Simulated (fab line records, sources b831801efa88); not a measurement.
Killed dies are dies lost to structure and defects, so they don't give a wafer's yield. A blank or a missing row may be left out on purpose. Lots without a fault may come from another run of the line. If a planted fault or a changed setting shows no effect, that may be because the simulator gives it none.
One fault through the eyes of 2 desks || flow gf180mcu || what lay behind the numbers comes last; until then each desk has only its own

## THE METROLOGY DESK
What the gauges read for every lot (on any tool): the sampled wafers with a number, averaged. If a lot's mean is further than 4 standard deviations from the usual mean, the lot is out of limits and carries the mark OUT (the distance appears in the brackets).
Columns: A = cd nm at GF_M1_CD_MEAS_14, usual 229.9 nm
{"lot": "L764", "first seen here": "day 17 15:38", "A": 228.7}
{"lot": "L766", "first seen here": "day 18 10:29", "A": 231.3}
{"lot": "L767", "first seen here": "day 18 11:29", "A": 228.3}
{"lot": "L771", "first seen here": "day 20 05:58", "A": 226.3}
{"lot": "L770", "first seen here": "day 20 06:17", "A": "219.8 (-9.2) OUT"}
{"lot": "L779", "first seen here": "day 22 20:28", "A": 230.8}
{"lot": "L780", "first seen here": "day 23 05:11", "A": 229.1}
{"lot": "L781", "first seen here": "day 23 10:46", "A": 229.4}
{"lot": "L782", "first seen here": "day 24 02:03", "A": 229.8}
{"lot": "L783", "first seen here": "day 24 03:00", "A": 230.4}
{"lot": "L785", "first seen here": "day 24 19:19", "A": 230.0}
{"lot": "L786", "first seen here": "day 25 04:02", "A": 229.9}
Finding of this desk: L770 out of limits; the first was L770 at day 20 06:17, on cd nm at GF_M1_CD_MEAS_14. In limits: L764, L766, L767, L771, L779, L780, L781, L782, L783, L785, L786.

## THE TOOL OWNER'S DESK: krf scanner-02
The tool's own readings at GF_M1_EXPOSE_11 (exposes mask Metal1, target cd 230 nm): means of the sampled wafers that have a number, for each lot that ran on this tool. If a lot's mean is further than 4 standard deviations from the usual mean, the lot is out of limits and carries the mark OUT (the distance appears in the brackets).
Columns: A = reticle temp C at GF_M1_EXPOSE_11, usual 23.02 C
{"lot": "L766", "first seen here": "day 17 22:50", "A": 23.15}
{"lot": "L767", "first seen here": "day 17 23:52", "A": 23.01}
{"lot": "L771", "first seen here": "day 19 18:07", "A": 22.96}
{"lot": "L770", "first seen here": "day 19 18:41", "A": 22.97}
{"lot": "L779", "first seen here": "day 22 09:16", "A": 23.02}
{"lot": "L780", "first seen here": "day 22 18:11", "A": 22.86}
{"lot": "L783", "first seen here": "day 23 15:56", "A": 23.10}
{"lot": "L786", "first seen here": "day 24 17:39", "A": 23.12}
This desk found nothing out of limits on any of the 8 lots.

## PUT TOGETHER
On L770, the metrology desk was in a position to raise an alarm at day 20 06:17.
The desk of the tool owner found nothing out of limits.
On record at the tool owner's desk: L770, within its limits.
Every lot named ran GF_M1_EXPOSE_11 on krf scanner-02.

## WHAT THE SIMULATOR HAD INSERTED
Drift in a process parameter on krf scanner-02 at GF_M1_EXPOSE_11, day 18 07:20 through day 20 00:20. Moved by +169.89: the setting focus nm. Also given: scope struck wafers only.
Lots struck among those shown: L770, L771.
Hours from the fault's start to each desk's first reading out of limits: the metrology desk, 47.
